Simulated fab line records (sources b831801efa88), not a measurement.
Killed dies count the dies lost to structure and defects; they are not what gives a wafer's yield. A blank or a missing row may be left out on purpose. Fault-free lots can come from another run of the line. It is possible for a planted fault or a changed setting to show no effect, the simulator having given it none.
Chamber matching :: flow gf180mcu :: GF_CONTACT_CMP_04 on cmp-01 has 4 sister chambers
The step polishes SiO2. 8 wafers are shown with their chamber, then 8 later ones without.

== EACH WAFER AND ITS CHAMBER ==
wafer: L672.4
chamber: 1
motorCurrentA (A): 12.4
edgeZonePressureFrac: 1.002

wafer: L684.6
chamber: 1
motorCurrentA (A): 13.0
edgeZonePressureFrac: 0.996

wafer: L686.1
chamber: 0
motorCurrentA (A): 10.9
edgeZonePressureFrac: 0.997

wafer: L686.5
chamber: 2
motorCurrentA (A): 12.1
edgeZonePressureFrac: 0.997

wafer: L687.2
chamber: 3
motorCurrentA (A): 12.7
edgeZonePressureFrac: 0.999

wafer: L687.3
chamber: 0
motorCurrentA (A): 11.5
edgeZonePressureFrac: 1.002

wafer: L687.4
chamber: 2
motorCurrentA (A): 12.0
edgeZonePressureFrac: 1.005

wafer: L691.1
chamber: 3
motorCurrentA (A): 14.8
edgeZonePressureFrac: 1.000

== WAFERS MISSING THEIR CHAMBER ==
wafer: L691.2
motorCurrentA (A): 11.0
edgeZonePressureFrac: 1.006

wafer: L691.6
motorCurrentA (A): 13.2
edgeZonePressureFrac: 1.001

wafer: L692.2
motorCurrentA (A): 12.7
edgeZonePressureFrac: 1.000

wafer: L692.3
motorCurrentA (A): 11.2
edgeZonePressureFrac: 1.006

wafer: L692.6
motorCurrentA (A): 12.1
edgeZonePressureFrac: 0.999

wafer: L693.3
motorCurrentA (A): 10.8
edgeZonePressureFrac: 0.995

wafer: L693.5
motorCurrentA (A): 11.8
edgeZonePressureFrac: 0.997

wafer: L693.6
motorCurrentA (A): 13.6
edgeZonePressureFrac: 0.993

== WHICH CHAMBER EACH WENT THROUGH ==
wafer: L691.2
from the rows above: can't be placed: 0 or 2 or 1
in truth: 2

wafer: L691.6
from the rows above: can't be placed: 3 or 1 or 2 or 0
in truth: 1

wafer: L692.2
from the rows above: can't be placed: 1 or 2 or 3 or 0
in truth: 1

wafer: L692.3
from the rows above: can't be placed: 0 or 2 or 1 or 3
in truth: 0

wafer: L692.6
from the rows above: can't be placed: 2 or 1 or 0 or 3
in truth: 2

wafer: L693.3
from the rows above: can't be placed: 0 or 2 or 1
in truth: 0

wafer: L693.5
from the rows above: can't be placed: 0 or 2 or 1 or 3
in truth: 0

wafer: L693.6
from the rows above: can't be placed: 3 or 1 or 2 or 0
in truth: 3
0 of 8 placed correctly. Not placeable from these rows: 8 (in 8, the candidates include the true chamber). Placed wrongly: 0.
How it was worked out, from the rows above alone: a wafer's distance from a chamber is the root of the sum, over the readings, of the square of ((its reading less the chamber's mean) divided by the reading's scatter). If the next closest chamber is less than 2 further off than the closest, the wafer can't be placed; otherwise it belongs to the closest. A chamber's mean is the mean of its shown wafers. The scatter is the square root of a quotient: the sum, over the shown wafers, of each reading's squared deviation from its chamber's mean, divided by wafers minus chambers.
